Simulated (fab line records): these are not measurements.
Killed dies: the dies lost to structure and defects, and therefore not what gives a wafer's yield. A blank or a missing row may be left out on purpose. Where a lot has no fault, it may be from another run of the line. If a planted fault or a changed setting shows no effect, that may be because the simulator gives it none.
Problem report, 8D (eight disciplines) form, completed by code + flow sky130 + the parts of the form that need people (team, actions taken, sign-off) are left out

## 1. WHAT IS WRONG
Across 3 wafers from 2 lots, LOCAL_INTERCONNECT_TIN_RS at SKY_LOCAL_INTERCONNECT_RS_MEAS_01 averages 15.89 ohm/sq, while fault-free wafers read 14.10 ohm/sq with a standard deviation of 0.16. Measured from the usual mean, that is +11 standard deviations.
The step: measures by four-point-probe.
Seen first at day 34 08:34 on film-metro-01, wafer L525.1. Wafers with a number at this step in the record: 30, from 10 lots. Rule for "out", or "out of limits": more than 4 standard deviations from the usual mean. The rest of the wafers with a number are treated as sound.

## 2. WHAT IT IS AND WHAT IT IS NOT
| question                    | is                           | is not                                                                                 |
|-----------------------------|------------------------------|----------------------------------------------------------------------------------------|
| which readings at this step | LOCAL_INTERCONNECT_TIN_RS    | -                                                                                      |
| which lots                  | L525, L526                   | L509, L513, L514, L516, L519, L528, L530, L531                                         |
| which wafers of those lots  | L525.1, L525.3, L526.3       | L525.2, L526.2, L526.5                                                                 |
| read on which gauges        | film-metro-01, film-metro-02 | film-metro-04                                                                          |
| when                        | from day 34 08:34            | up to then (16 sound wafers); but 11 sound wafers of L526, L528, L530, L531 came after |

## 3. THE SUSPECTS, EACH WITH WHAT RULES IT OUT
Counting: a tool at a process step up to the reading stays a suspect if it ran every lot that is out. Sound lots after the first of them don't rule it out here, since some wafers of a struck lot are sound.
- the gauge at SKY_LOCAL_INTERCONNECT_RS_MEAS_01 has been ruled out. The wafers that are out were read on 2 gauges (film-metro-01, film-metro-02).
- pvd-sputter-02 at SKY_LOCAL_INTERCONNECT_SPUTTER_00 (material TiN, target thk 100 nm, time 83.3 s): kept. It processed each lot that is out (first: L525, day 34 08:30); up to then, its last sound lot is L519 (day 32 23:36).
Remaining after the count: pvd-sputter-02 at SKY_LOCAL_INTERCONNECT_SPUTTER_00.

## 4. THE CAUSE (what the simulator had put in)
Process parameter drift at SKY_LOCAL_INTERCONNECT_SPUTTER_00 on pvd-sputter-02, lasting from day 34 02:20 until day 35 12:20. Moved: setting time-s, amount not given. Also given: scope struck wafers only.
After counting, this tool was the only one left.

## 5. THE EFFECT CHAIN, in route order
Rows list readings where the struck wafers' mean (over those with a number) sits beyond 3 standard deviations from the usual. Scope: only readings with a usual standard deviation given in the record; hours: median across lots of the time from each lot's start at the first step in this table that gives one to its start at this step; sigmas: change in usual standard deviations.
| hours | step                                 | reading                    | usual        | on struck wafers | change | sigmas |
|-------|--------------------------------------|----------------------------|--------------|------------------|--------|--------|
| 0     | SKY_LOCAL_INTERCONNECT_RS_MEAS_01    | LOCAL_INTERCONNECT_TIN_RS  | 14.10 ohm/sq | 15.89            | +1.79  | +11    |
| 0     | SKY_LOCAL_INTERCONNECT_THK_MEAS_02   | LOCAL_INTERCONNECT_TIN_THK | 98.9 nm      | 88.2             | -10.7  | -9.7   |
| 27    | SKY_LOCAL_INTERCONNECT_METAL_ETCH_14 | oes-product-au             | 0.942 a.u.   | 0.879            | -0.063 | -8.8   |
| 27    | SKY_LOCAL_INTERCONNECT_METAL_ETCH_14 | throttle-valve-pct         | 21.901 %     | 21.936           | +0.035 | +3.5   |
The process steps in it:
- SKY_LOCAL_INTERCONNECT_METAL_ETCH_14: etches TiN in Cl2/BCl3, stops on PSG, target depth 110 nm, time 31.4 s.

## 6. HOW IT WOULD HAVE BEEN CAUGHT EARLIER
6 hours passed between the start of the fault at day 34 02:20 and the first reading out of limits at a measuring or inspecting step in this record, taken at day 34 08:34.
Of the tool readings at SKY_LOCAL_INTERCONNECT_SPUTTER_00 for which the record gives a usual standard deviation, none was out on any struck wafer, so an alarm limit of 4 standard deviations on them would not have fired.
Of the lots that are out (2), L526 began SKY_LOCAL_INTERCONNECT_SPUTTER_00 on pvd-sputter-02 after day 34 08:34. A hold on the tool at that time would have spared it.
